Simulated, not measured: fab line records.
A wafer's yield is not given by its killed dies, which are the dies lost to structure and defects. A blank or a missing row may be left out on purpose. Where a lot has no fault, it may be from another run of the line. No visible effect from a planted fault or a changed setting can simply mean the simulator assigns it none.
Chamber matching :: flow sky130 :: 4 sister chambers for SKY_CONTACT_CMP_27 on cmp-02
The step polishes, stops on SiO2, t overpolish 15 s, target thk 0 nm. 14 wafers are shown with their chamber, then 7 later ones without.

== WAFERS WITH THEIR CHAMBER ==
wafer: L842.1
chamber: 3
motor-current-A (A): 11.9
time-to-endpoint-s (s): 83

wafer: L842.3
chamber: 1
motor-current-A (A): 10.3
time-to-endpoint-s (s): 77

wafer: L842.4
chamber: 2
motor-current-A (A): 12.6
time-to-endpoint-s (s): 86

wafer: L843.3
chamber: 0
motor-current-A (A): 9.9
time-to-endpoint-s (s): 86

wafer: L843.4
chamber: 2
motor-current-A (A): 12.9
time-to-endpoint-s (s): 80

wafer: L843.5
chamber: 0
motor-current-A (A): 9.8
time-to-endpoint-s (s): 84

wafer: L845.4
chamber: 0
motor-current-A (A): 10.2
time-to-endpoint-s (s): 81

wafer: L845.5
chamber: 0
motor-current-A (A): 9.2
time-to-endpoint-s (s): 83

wafer: L845.6
chamber: 1
motor-current-A (A): 10.5
time-to-endpoint-s (s): 80

wafer: L848.2
chamber: 2
motor-current-A (A): 12.2
time-to-endpoint-s (s): 82

wafer: L848.4
chamber: 1
motor-current-A (A): 10.5
time-to-endpoint-s (s): 77

wafer: L848.6
chamber: 1
motor-current-A (A): 10.8
time-to-endpoint-s (s): 78

wafer: L847.2
chamber: 2
motor-current-A (A): 12.5
time-to-endpoint-s (s): 80

wafer: L847.5
chamber: 3
motor-current-A (A): 11.2
time-to-endpoint-s (s): 78

SIGNATURES (means of the wafers above)
reading: motor-current-A
chamber 0: 9.775
chamber 1: 10.525
chamber 2: 12.550
chamber 3: 11.550
scatter within a chamber: 0.339

reading: time-to-endpoint-s
chamber 0: 83.50
chamber 1: 78.00
chamber 2: 82.00
chamber 3: 80.50
scatter within a chamber: 2.36
Rule: a wafer's distance from a chamber is the root of the sum, over the readings, of the square of ((its reading less the chamber's mean) divided by the reading's scatter). If the next closest chamber is less than 2 further off than the closest, the wafer can't be placed; otherwise it belongs to the closest. The scatter is the square root of a quotient: the sum, over the shown wafers, of each reading's squared deviation from its chamber's mean, divided by wafers minus chambers.

== WAFERS WITH NO CHAMBER GIVEN ==
wafer: L847.6
motor-current-A (A): 9.6
time-to-endpoint-s (s): 82

wafer: L849.1
motor-current-A (A): 9.2
time-to-endpoint-s (s): 81

wafer: L849.2
motor-current-A (A): 12.5
time-to-endpoint-s (s): 81

wafer: L849.4
motor-current-A (A): 12.0
time-to-endpoint-s (s): 80

wafer: L864.1
motor-current-A (A): 12.8
time-to-endpoint-s (s): 87

wafer: L864.3
motor-current-A (A): 9.7
time-to-endpoint-s (s): 87

wafer: L864.5
motor-current-A (A): 12.8
time-to-endpoint-s (s): 85

== WHICH CHAMBER EACH ONE RAN IN ==
wafer: L847.6
from the rows above: 0
in truth: 0

wafer: L849.1
from the rows above: 0
in truth: 0

wafer: L849.2
from the rows above: 2
in truth: 2

wafer: L849.4
from the rows above: can't be placed: 3 or 2
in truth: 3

wafer: L864.1
from the rows above: 2
in truth: 2

wafer: L864.3
from the rows above: 0
in truth: 0

wafer: L864.5
from the rows above: 2
in truth: 2
Correctly placed: 6 of 7. From these rows, 1 cannot be placed; in 1 the true chamber is one of the candidates. Number placed wrongly: 0.
